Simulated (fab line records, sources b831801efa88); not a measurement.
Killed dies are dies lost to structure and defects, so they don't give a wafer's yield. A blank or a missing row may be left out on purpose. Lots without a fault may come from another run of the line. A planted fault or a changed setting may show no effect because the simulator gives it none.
fab line records | flow sky130
record lots=14 wafers=42 last_day=50
route steps=708 shown METAL2@486 VIA2@529 METAL3@534
lots that met no fault: from a run of the same line without faults
start_h: hours from the record's first day to the start of the lot's first wafer shown | wait_h: hours since the lot's step before | " the same as in the row above | L1.1+2: a row that stands for several wafers | - no value, or no start given | * or withheld: withheld | < > ~ a bound
route shown NAME@n: a module of which the file shows steps, and the number in the route of the first | usual: mean/standard deviation of fault-free wafers | same: alike in all rows | chamber/n: place in a boat | sites: the reading at each site | _std_site: their standard deviation | _edge_site: outer sites' mean less inner sites' | radius_mm: how far each site lies from the wafer's centre | mask NAME#n: copy n | behind: the tool/chamber that last shaped the wafer | hold: why the lot was held/for how many hours/how that ended | device: the transistor (n, p or np) that didn't switch | end of line: the same wafers' tests at the end of the route | a step without rows: its recipe alone | killed: dies lost to structure and defects at the first sort, not the wafer's yield | map: a wafer's dies, x killed, . not, _ none there
set.NAME: the setting as run; set.NAME@STEP: as run at that earlier step | model.NAME: the simulator's own value behind a step, which no gauge read
steps of the route over a sample of lots; a table a step, a row a wafer
services: from which hour (start_h, from the record's first day; less than 0 if before it) a tool's chamber was out of use, for how many hours, and why
## steps
# step SKY_METAL2_SPUTTER_03
# recipe material=Ti target_thk_nm=5 power_w=3000 time_s=3.3 chamber_pressure_pa=0.4
# usual cathode_dc_power_W=3000.0/0.58 chamber_pressure_pa=0.4000/0.00075 throttle_valve_pct=30.1/0.82
# columns lot.wafer tool chamber start_h wait_h cathode_dc_power_W chamber_pressure_pa throttle_valve_pct
L504.2 pvd_sputter-03 - 820.64 0.0 3000.8 0.3996 28.8
L504.3 " - " " 2998.9 0.4011 30.0
L504.5 " - " " 2999.6 0.4004 30.4
L505.2 pvd_sputter-02 - 824.84 0.0 3000.4 0.3996 30.5
L505.3 " - " " 3000.6 0.3997 30.4
L505.6 " - " " 2998.8 0.4001 29.1
L507.1 pvd_sputter-02 - 825.56 0.0 2999.5 0.4003 28.9
L507.2 " - " " 2999.7 0.4010 30.6
L507.5 " - " " 2999.5 0.4013 30.5
L512.1 pvd_sputter-02 - 856.24 0.0 3000.1 0.3998 30.2
L512.2 " - " " 3000.7 0.3981 30.5
L512.5 " - " " 3000.6 0.3993 28.8
L513.1 pvd_sputter-03 - 857.74 0.0 3000.3 0.3997 28.6
L513.4 " - " " 3000.4 0.3998 29.2
L513.6 " - " " 3000.0 0.4007 31.3
L515.2 pvd_sputter-03 - 869.52 0.0 3000.0 0.4015 31.6
L515.4 " - " " 3000.5 0.3986 30.3
L515.5 " - " " 3000.7 0.3992 30.1
L516.1 pvd_sputter-01 - 884.64 0.0 2999.9 0.4006 30.4
L516.2 " - " " 2999.8 0.4001 31.0
L516.6 " - " " 2999.5 0.4002 30.6
L519.3 pvd_sputter-01 - 898.73 0.0 2999.9 0.3997 30.1
L519.5 " - " " 3000.8 0.3987 30.6
L519.6 " - " " 2999.5 0.3999 30.3
L520.1 pvd_sputter-01 - 915.28 0.0 3000.2 0.4000 30.5
L520.2 " - " " 2999.3 0.3987 30.8
L520.6 " - " " 3000.5 0.4000 30.2
L521.1 pvd_sputter-02 - 919.76 0.0 2999.9 0.3998 30.6
L521.4 " - " " 2998.7 0.4001 30.8
L521.5 " - " " 2999.8 0.4003 30.5
L523.1 pvd_sputter-03 - 936.92 0.0 2999.8 0.4005 28.6
L523.4 " - " " 2999.6 0.4012 30.2
L523.6 " - " " 2999.5 0.4002 29.4
L524.1 pvd_sputter-03 - 942.31 0.0 2999.7 0.4004 29.3
L524.2 " - " " 2999.8 0.3980 30.1
L524.6 " - " " 3000.3 0.4011 29.3
L526.1 pvd_sputter-01 - 949.33 0.0 2999.8 0.4000 30.0
L526.2 " - " " 3000.5 0.4010 30.1
L526.5 " - " " 3000.8 0.3995 30.8
L527.3 pvd_sputter-02 - 961.19 0.0 3000.5 0.4001 30.0
L527.5 " - " " 3000.0 0.4000 30.5
L527.6 " - " " 3000.6 0.3992 30.2
# step SKY_METAL2_OVL_MEAS_16
# usual METAL2_OVL=1/5.4
# columns lot.wafer tool chamber start_h wait_h METAL2_OVL[nm]
L504.2 overlay-01 - 846.18 0.1 9
L504.3 " - " " 1
L504.5 " - " " 0
L505.2 overlay-01 - 851.78 0.4 1
L505.3 " - " " 10
L505.6 " - " " 2
L507.1 overlay-01 - 852.62 0.1 -3
L507.2 " - " " 7
L507.5 " - " " -3
L512.1 overlay-02 - 882.61 0.1 5
L512.2 " - " " 5
L512.5 " - " " 5
L513.1 overlay-01 - 884.11 0.1 4
L513.4 " - " " -2
L513.6 " - " " 11
L515.2 overlay-01 - 894.73 0.1 6
L515.4 " - " " 4
L515.5 " - " " -3
L516.1 overlay-01 - 910.11 0.1 -1
L516.2 " - " " 4
L516.6 " - " " 5
L519.3 overlay-01 - 923.78 0.1 -3
L519.5 " - " " -3
L519.6 " - " " 7
L520.1 overlay-01 - 939.67 0.1 -1
L520.2 " - " " -4
L520.6 " - " " -7
L521.1 overlay-01 - 944.27 0.1 2
L521.4 " - " " 1
L521.5 " - " " 8
L523.1 overlay-01 - 962.31 0.1 6
L523.4 " - " " 2
L523.6 " - " " 3
L524.1 overlay-02 - 966.86 0.1 4
L524.2 " - " " -6
L524.6 " - " " 0
L526.1 overlay-02 - 973.17 0.1 -5
L526.2 " - " " -4
L526.5 " - " " -6
L527.3 overlay-01 - 984.63 0.1 -4
L527.5 " - " " 7
L527.6 " - " " 7
# step SKY_VIA2_RS_MEAS_22
# recipe thk_meas_gauge=four-point-probe reads=W_of_VIA2_CVD_21+TiN_of_VIA2_SPUTTER_20
# usual VIA2_W_RS=0.274/0.0034
# columns lot.wafer tool chamber start_h wait_h VIA2_W_RS[ohm/sq]
L504.2 film_metro-01 - 874.63 0.1 0.271
L504.3 " - " " 0.273
L504.5 " - " " 0.272
L505.2 film_metro-02 - 880.92 0.1 0.275
L505.3 " - " " 0.272
L505.6 " - " " 0.276
L507.1 film_metro-04 - 881.08 0.1 0.277
L507.2 " - " " 0.270
L507.5 " - " " 0.278
L512.1 film_metro-04 - 910.40 0.1 0.274
L512.2 " - " " 0.267
L512.5 " - " " 0.269
L513.1 film_metro-01 - 911.40 0.1 0.270
L513.4 " - " " 0.274
L513.6 " - " " 0.269
L515.2 film_metro-01 - 922.02 0.1 0.275
L515.4 " - " " 0.275
L515.5 " - " " 0.276
L516.1 film_metro-02 - 937.04 0.1 0.269
L516.2 " - " " 0.274
L516.6 " - " " 0.269
L519.3 film_metro-04 - 950.83 0.1 0.279
L519.5 " - " " 0.281
L519.6 " - " " 0.272
L520.1 film_metro-04 - 966.64 0.1 0.276
L520.2 " - " " 0.281
L520.6 " - " " 0.274
L521.1 film_metro-02 - 971.11 0.1 0.269
L521.4 " - " " 0.271
L521.5 " - " " 0.270
L523.1 film_metro-04 - 988.70 0.1 0.274
L523.4 " - " " 0.276
L523.6 " - " " 0.279
L524.1 film_metro-04 - 992.79 0.1 0.272
L524.2 " - " " 0.275
L524.6 " - " " 0.275
L526.1 film_metro-04 - 999.28 0.1 0.282
L526.2 " - " " 0.273
L526.5 " - " " 0.275
L527.3 film_metro-02 - 1009.89 0.1 0.272
L527.5 " - " " 0.268
L527.6 " - " " 0.275
# step SKY_METAL3_SPUTTER_02
# recipe material=AlCu target_thk_nm=735 power_w=10600 time_s=39.1 chamber_pressure_pa=0.4
# usual cathode_dc_power_W=10600/2 chamber_pressure_pa=0.3999/0.00083 throttle_valve_pct=29.9/1
# columns lot.wafer tool chamber start_h wait_h cathode_dc_power_W chamber_pressure_pa throttle_valve_pct
L504.2 pvd_sputter-03 - 875.14 0.0 10597 0.4014 30.2
L504.3 " - " " 10600 0.3996 31.3
L504.5 " - " " 10600 0.4006 29.4
L505.2 pvd_sputter-02 - 882.30 0.0 10598 0.4005 30.3
L505.3 " - " " 10601 0.4000 30.2
L505.6 " - " " 10598 0.3996 30.7
L507.1 pvd_sputter-03 - 882.60 0.0 10598 0.4008 29.3
L507.2 " - " " 10601 0.4012 28.5
L507.5 " - " " 10598 0.4002 29.5
L512.1 pvd_sputter-02 - 910.93 0.0 10600 0.3996 30.4
L512.2 " - " " 10601 0.3993 30.4
L512.5 " - " " 10601 0.3993 30.5
L513.1 pvd_sputter-04 - 911.92 0.0 - - -
L513.4 " - " " - - -
L513.6 " - " " - - -
L515.2 pvd_sputter-02 - 922.52 0.0 - - -
L515.4 " - " " - - -
L515.5 " - " " - - -
L516.1 pvd_sputter-04 - 937.57 0.0 10603 0.3999 31.1
L516.2 " - " " 10598 0.4012 31.0
L516.6 " - " " 10600 0.3997 29.1
L519.3 pvd_sputter-02 - 951.31 0.0 10598 0.3998 29.0
L519.5 " - " " 10606 0.3996 30.7
L519.6 " - " " 10598 0.4011 30.6
L520.1 pvd_sputter-02 - 967.28 0.0 10602 0.4006 30.1
L520.2 " - " " 10598 0.4015 30.6
L520.6 " - " " 10601 0.3992 30.5
L521.1 pvd_sputter-02 - 971.64 0.0 10601 0.4002 30.4
L521.4 " - " " 10602 0.3976 30.3
L521.5 " - " " 10599 0.4006 30.6
L523.1 pvd_sputter-03 - 989.23 0.0 10600 0.4007 31.5
L523.4 " - " " 10601 0.3992 28.7
L523.6 " - " " 10603 0.3994 29.4
L524.1 pvd_sputter-04 - 993.32 0.0 10599 0.4013 28.0
L524.2 " - " " 10598 0.4000 31.0
L524.6 " - " " 10598 0.4004 30.8
L526.1 pvd_sputter-04 - 999.81 0.0 10597 0.4005 30.9
L526.2 " - " " 10600 0.3990 30.9
L526.5 " - " " 10600 0.3987 30.7
L527.3 pvd_sputter-04 - 1010.38 0.0 10600 0.4006 31.2
L527.5 " - " " 10594 0.3994 27.9
L527.6 " - " " 10602 0.4000 31.0
## services
# columns tool chamber start_h hours kind
pvd_sputter-02 - 812.79 4.9 repair
pvd_sputter-01 - 818.10 1.1 repair
pvd_sputter-04 - 850.81 1.7 repair
pvd_sputter-01 - 909.97 2.6 repair
pvd_sputter-02 - 983.41 1.5 repair
pvd_sputter-02 - 995.85 1.8 repair
## key
first_sign step=SKY_METAL3_SPUTTER_02 reading=tool_record direction=missing
effect none on later readings
met_at SKY_METAL3_SPUTTER_02
struck_lots L513,L515
later_rows_left_out L513.1,L513.4,L513.6,L515.2,L515.4,L515.5
sort_left_out L513.1,L513.4,L513.6,L515.2,L515.4,L515.5
tester_left_out L515
not_acting_at SKY_METAL2_SPUTTER_03,SKY_METAL2_OVL_MEAS_16,SKY_VIA2_RS_MEAS_22
onset_between 910.93 911.92
earlier_fault kind=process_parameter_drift tool=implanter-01 chamber=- onset_h=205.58 steps=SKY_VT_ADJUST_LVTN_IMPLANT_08 channel=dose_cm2 offset=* shape=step end_h=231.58 acts_in=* stated=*
fault kind=skipped_step_whole tool=pvd_sputter-02,pvd_sputter-04 chamber=- onset_h=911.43 steps=SKY_METAL3_SPUTTER_02 scope=struck_lots_only
# tester_left_out: of these lots the tester's yield and bins aren't shown, on N5 and GAA mostly nor the transistor test; their killed dies are dies lost to structure and defects alone, not to doping, threshold or leakage, so they don't give the yield
# sort_left_out: the simulated sort isn't trusted on such a fault, so these wafers' sort isn't shown, and their yield isn't known
# later_rows_left_out: the simulator's readings of these wafers behind a module that went badly wrong aren't trusted and aren't shown, but for the sort
